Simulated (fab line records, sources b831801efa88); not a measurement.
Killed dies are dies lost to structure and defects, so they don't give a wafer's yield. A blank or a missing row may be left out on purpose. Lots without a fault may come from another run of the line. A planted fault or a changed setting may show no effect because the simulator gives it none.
Chamber matching | flow sky130 | SKY_FIELD_ISO_CMP_27 on cmp-02: 4 sister chambers
The step polishes, stops on Si3N4, t overpolish 16 s, target thk 457.8 nm. 14 wafers are shown with their chamber, then 7 later ones without.

WAFERS WITH THEIR CHAMBER
wafer  | chamber | motor_current_A (A) | time_to_endpoint_s (s) | overpolish_run_s (s)
L347.3 | 2       | 12.8                | 112                    | 15.997
L347.4 | 3       | 10.0                | 118                    | 16.009
L347.5 | 2       | 12.7                | 112                    | 16.011
L349.2 | 1       | 13.4                | 113                    | 16.004
L349.4 | 2       | 12.4                | 110                    | 15.998
L349.6 | 1       | 13.4                | 115                    | 16.011
L354.1 | 2       | 12.2                | 104                    | 16.005
L354.2 | 3       | 10.4                | 116                    | 16.004
L354.5 | 1       | 12.8                | 107                    | 16.009
L361.1 | 0       | 11.3                | 116                    | 16.008
L361.2 | 3       | 10.0                | 116                    | 16.005
L361.6 | 3       | 10.3                | 120                    | 16.022
L362.1 | 1       | 13.1                | 111                    | 16.001
L362.2 | 3       | 10.3                | 117                    | 15.986

SIGNATURES (means of the wafers above)
reading            | chamber 0 | chamber 1 | chamber 2 | chamber 3 | scatter within a chamber
motor_current_A    | 11.300    | 13.175    | 12.525    | 10.200    | 0.248
time_to_endpoint_s | 116.00    | 111.50    | 109.50    | 117.40    | 2.99
overpolish_run_s   | 16.00800  | 16.00625  | 16.00275  | 16.00520  | 0.00926
Rule: a wafer's distance from a chamber is the root of the sum, over the readings, of the square of ((its reading less the chamber's mean) divided by the reading's scatter). The wafer belongs to the nearest chamber; if the next one is less than 2 further off, it can't be placed. The scatter: the root of (the sum of the squares of (reading less its chamber's mean) over the shown wafers, divided by (wafers less chambers)).

WAFERS WITHOUT THEIR CHAMBER
wafer  | motor_current_A (A) | time_to_endpoint_s (s) | overpolish_run_s (s)
L362.4 | 11.6                | 109                    | 16.006
L363.1 | 13.0                | 106                    | 15.998
L363.3 | 10.1                | 111                    | 15.988
L363.6 | 12.4                | 105                    | 15.979
L365.2 | 11.4                | 113                    | 16.007
L365.3 | 12.3                | 113                    | 16.011
L365.4 | 12.0                | 115                    | 15.998

WHICH CHAMBER EACH WENT THROUGH
wafer  | from the rows above     | in truth
L362.4 | can't be placed: 0 or 2 | 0
L363.1 | can't be placed: 1 or 2 | 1
L363.3 | 3                       | 3
L363.6 | can't be placed: 2 or 1 | 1
L365.2 | 0                       | 0
L365.3 | can't be placed: 2 or 1 | 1
L365.4 | can't be placed: 2 or 0 | 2
Placed correctly: 2 of 7. Can't be placed from these rows: 5 (the true chamber is among the candidates in 5). Placed wrongly: 0.
